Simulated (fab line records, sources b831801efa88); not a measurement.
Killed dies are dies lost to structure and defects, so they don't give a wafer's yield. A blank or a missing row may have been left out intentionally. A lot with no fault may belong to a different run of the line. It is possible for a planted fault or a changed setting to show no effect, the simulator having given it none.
Split-lot experiment | flow gf180mcu | 23 wafers read across 5 lots, on a route 602 steps long

== SPLIT DETAILS ==
At GF_M3_METAL_ETCH_16 (etches the open film in Cl2/BCl3, stops on SiO2, target depth 627.5 nm, time 104.6 s), the setting timeS was moved away from the recipe's 104.6 s on 11 of the 23 wafers read, by -12.8% to +9.0%. This setting was run at the recipe's value on the other wafers.

The reading comes from the split's own step.

== THE READING ==
oesProductAu, in a.u., at GF_M3_METAL_ETCH_16 (etches the open film in Cl2/BCl3, stops on SiO2, target depth 627.5 nm, time 104.6 s). Fault-free wafers of this fab line usually give 0.972 a.u., standard deviation 0.0064 a.u.

wafer  | tool, chamber at the split | timeS as run, s | against the recipe | oesProductAu, a.u. | against lot-mates on the recipe
L074.1 | rieMetal-03, 0             | 104.6           | recipe             | 0.976              | -
L074.2 | rieMetal-03, 1             | 114             | +9.0%              | 0.977              | -0.003
L074.3 | rieMetal-03, 0             | 114             | +9.0%              | 0.964              | -0.016
L074.5 | rieMetal-03, 1             | 104.6           | recipe             | 0.984              | -
L074.6 | rieMetal-03, 0             | 114             | +9.0%              | 0.966              | -0.014
L076.1 | rieMetal-02, 0             | 104.6           | recipe             | 0.976              | -
L076.3 | rieMetal-02, 0             | 104.6           | recipe             | 0.957              | -
L076.6 | rieMetal-02, 0             | 104.6           | recipe             | 0.971              | -
L080.1 | rieMetal-01, 0             | 104.6           | recipe             | 0.977              | -
L080.2 | rieMetal-01, 1             | 93.28           | -10.8%             | 0.997              | +0.019
L080.3 | rieMetal-01, 0             | 104.6           | recipe             | 0.980              | -
L080.4 | rieMetal-01, 1             | 93.28           | -10.8%             | 0.991              | +0.013
L080.5 | rieMetal-01, 0             | 93.28           | -10.8%             | 1.005              | +0.026
L082.1 | rieMetal-03, 0             | 91.17           | -12.8%             | 1.003              | +0.028
L082.2 | rieMetal-03, 1             | 104.6           | recipe             | 0.980              | -
L082.3 | rieMetal-03, 1             | 104.6           | recipe             | 0.971              | -
L082.4 | rieMetal-03, 0             | 104.6           | recipe             | 0.973              | -
L082.6 | rieMetal-03, 0             | 91.17           | -12.8%             | 1.011              | +0.036
L083.1 | rieMetal-01, 1             | 104.6           | recipe             | 0.975              | -
L083.3 | rieMetal-01, 0             | 92.95           | -11.1%             | 1.009              | +0.040
L083.4 | rieMetal-01, 1             | 92.95           | -11.1%             | 1.000              | +0.031
L083.5 | rieMetal-01, 0             | 104.6           | recipe             | 0.963              | -
L083.6 | rieMetal-01, 1             | 92.95           | -11.1%             | 0.999              | +0.030

FIT RESULTS
A straight line over all 23 wafers: oesProductAu changes by -0.00192 a.u. for each +1% of timeS; r = -0.86; the points scatter about the line by 0.0082 a.u.
The same after taking each lot's own level away (the mean of its wafers on the recipe; 23 wafers): -0.0021 a.u. for each +1%; r = -0.90; scatter 0.0073 a.u.
According to that fit, moving timeS by its largest amount changes the reading by 0.027 a.u.
Across the lots, their own levels run from 0.9680 to 0.9800 a.u., a range of 1.9 times the standard deviation given above.
Hence the lot-to-lot level has little effect on the slope; both slopes agree.
Check: +0.0295 a.u. against its lot-mates is what the line predicts for one of the wafers moved furthest among these (-12.8%) when that wafer is left out of the fit. It came out at +0.0283 a.u. against them.
Tool readings at the split's step, against how far the setting was moved: oesProductAu r = -0.86.

== THE OTHER SPLITS THESE WAFERS WENT THROUGH ==
Note: prior to the reading, these wafers also went through further splits. Each is held against what the fit with the lots' levels taken away leaves over:
other split on the same wafers | wafers away from the commonest value | r with oesProductAu (lot level and that fit taken away)
GF_V1_CVD_02 timeS             | 9                                    | +0.19
GF_V1_CMP_04 leaveAboveRefNm   | 11                                   | +0.27
GF_V1_SPUTTER_21 powerW        | 8                                    | +0.11
GF_M2_METAL_ETCH_16 timeS      | 8                                    | +0.09
GF_M3_SPUTTER_04 timeS         | 5                                    | -0.13

== THE WHOLE CHAIN: every reading that the file lists as answering this split, in the file's order ==
step                | what it does                                                                         | reading                                                                  | change (the file's fit)                   | r (the file's)
GF_M3_METAL_ETCH_16 | etches the open film in Cl2/BCl3, stops on SiO2, target depth 627.5 nm, time 104.6 s | oesProductAu                                                             | -0.00223 a.u. for each +1% of the setting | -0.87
GF_M3_METAL_ETCH_16 | etches the open film in Cl2/BCl3, stops on SiO2, target depth 627.5 nm, time 104.6 s | M3.featureDepthNm (the simulator's own value, which no gauge read)       | +3.19 nm for each +1% of the setting      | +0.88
GF_M3_METAL_ETCH_16 | etches the open film in Cl2/BCl3, stops on SiO2, target depth 627.5 nm, time 104.6 s | KrF_of_M3_COAT_09.thkNm (the simulator's own value, which no gauge read) | -2.43 nm for each +1% of the setting      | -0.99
GF_M3_STRIP_17      | strips in O2/N2                                                                      | stripTimeToEndpointS                                                     | withheld for each +1% of the setting      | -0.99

== FILE'S OWN FIT ==
oesProductAu changes by -0.00223 a.u. for each +1% of timeS, r = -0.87.
